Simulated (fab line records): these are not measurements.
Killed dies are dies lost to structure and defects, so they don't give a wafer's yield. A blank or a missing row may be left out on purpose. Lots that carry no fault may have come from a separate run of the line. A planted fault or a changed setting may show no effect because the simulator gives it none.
Comparing a struck lot with a sound one + flow sfq line + 14 out of 325 route steps
Sound: wafers L715.2, L715.5, L715.6. Wafers struck: L719.1, L719.3, L719.6. The cause is given at the end.
For every step that has rows: the tool of each side, followed by ch and its chambers, followed by its first start. Under that, the readings that differ: sound wafers + struck wafers + difference of the means + sigmas: that difference in standard deviations of wafers without a fault.
alike: same words and numbers on both sides, and readings whose means sit less than 2 such deviations apart. not compared: any withheld reading, any reading some wafer has no value for, any bound like >300 that may hide the same value, and any number with overlapping values for which the record gives no deviation.
Wherever a step has rows on one side only, a row that says differs or no value, or a row with sigmas, the two part there. Non-overlapping numbers with no deviation appear without sigmas and do not part them. A reading missing from all wafers of one side parts the sides only when that side holds two or more wafers.

first, 1 step without rows for these wafers: SFQ_TRILAYER_I7_VIA_LITHO_DEVELOP_189 (time 60 s).
SFQ_I7_OVL_MEAS_947:
  sound on overlay-02 at day 79 02:45; struck on overlay-02 at day 81 12:07
  alike: I7_OVL
SFQ_TRILAYER_I7_VIA_BARC_OPEN_VIA_ETCH_260: etches BARC in O2, target depth 125 nm, time 41.7 s.
  sound on rie diel-03 ch 0,2,3, day 79 02:47; struck on rie diel-02 ch 0,1,2, day 81 12:08
  alike: drypump motor current A, oes product au
  not compared: rf hours counter h
SFQ_TRILAYER_I7_VIA_ETCH_VIA_ETCH_190: etches SiO2 in CHF3, stops on Nb, target depth 260 nm.
  sound on rie diel-03 ch 0,2,3, day 79 02:49; struck on rie diel-02 ch 0,1,2, day 81 12:11
  alike: drypump motor current A, oes product au
SFQ_TRILAYER_I7_VIA_STRIP_STRIP_191: strips in O2.
  sound on rie metal-01 ch 0,1, day 79 02:56; struck on rie metal-03 ch 0,1, day 81 12:18
  alike: drypump motor current A, oes product au
  not compared: rf hours counter h
then, 7 steps without rows for these wafers: SFQ_TRILAYER_I7_VIA_STRIP_SOLV_CLEAN_192 (cleans in NMP, time 600 s); SFQ_TRILAYER_M8_LITHO_LOR_COAT_197; SFQ_TRILAYER_M8_LITHO_LOR_BAKE_198; SFQ_TRILAYER_M8_LITHO_COAT_193 (resist thk 600 nm); SFQ_TRILAYER_M8_LITHO_SOFTBAKE_199; SFQ_TRILAYER_M8_LITHO_EXPOSE_194 (exposes mask M8, target cd 2000 nm); SFQ_TRILAYER_M8_LITHO_PEB_196 (peb time 60 s).
-- the record jumps here: 4 days lie between the struck wafers' starts before and after --
SFQ_TRILAYER_M8_LITHO_DEVELOP_195: img clear 15 s, time 55 s.
  sound on litho track-04 ch 0, day 83 16:52; struck on litho track-04, day 85 13:18
  no value came back on the struck wafers for chill plate temp C (C), exhaust pa (Pa); on the sound wafers chill plate temp C (C) reads 22.94 23.18 23.26
| reading                                             | sound           | struck            | difference | sigmas |
|-----------------------------------------------------|-----------------|-------------------|------------|--------|
| model.KrF_of_TRILAYER_M8_LITHO_COAT_193.thk nm (nm) | 577.5 577 577.7 | 601.1 598.6 602.9 | +23.5      |        |
SFQ_M8_OVL_MEAS_948:
  sound on overlay-01 at day 83 16:59; struck on overlay-01 at day 85 13:26
| reading     | sound    | struck | difference                    | sigmas |
|-------------|----------|--------|-------------------------------|--------|
| M8_OVL (nm) | -6 4 -11 | - - -  | no value on the struck wafers |        |

WHERE THEY PART
Earliest at SFQ_TRILAYER_M8_LITHO_DEVELOP_195; latest, in this record, at SFQ_M8_OVL_MEAS_948.

WHY: what the simulator had put in
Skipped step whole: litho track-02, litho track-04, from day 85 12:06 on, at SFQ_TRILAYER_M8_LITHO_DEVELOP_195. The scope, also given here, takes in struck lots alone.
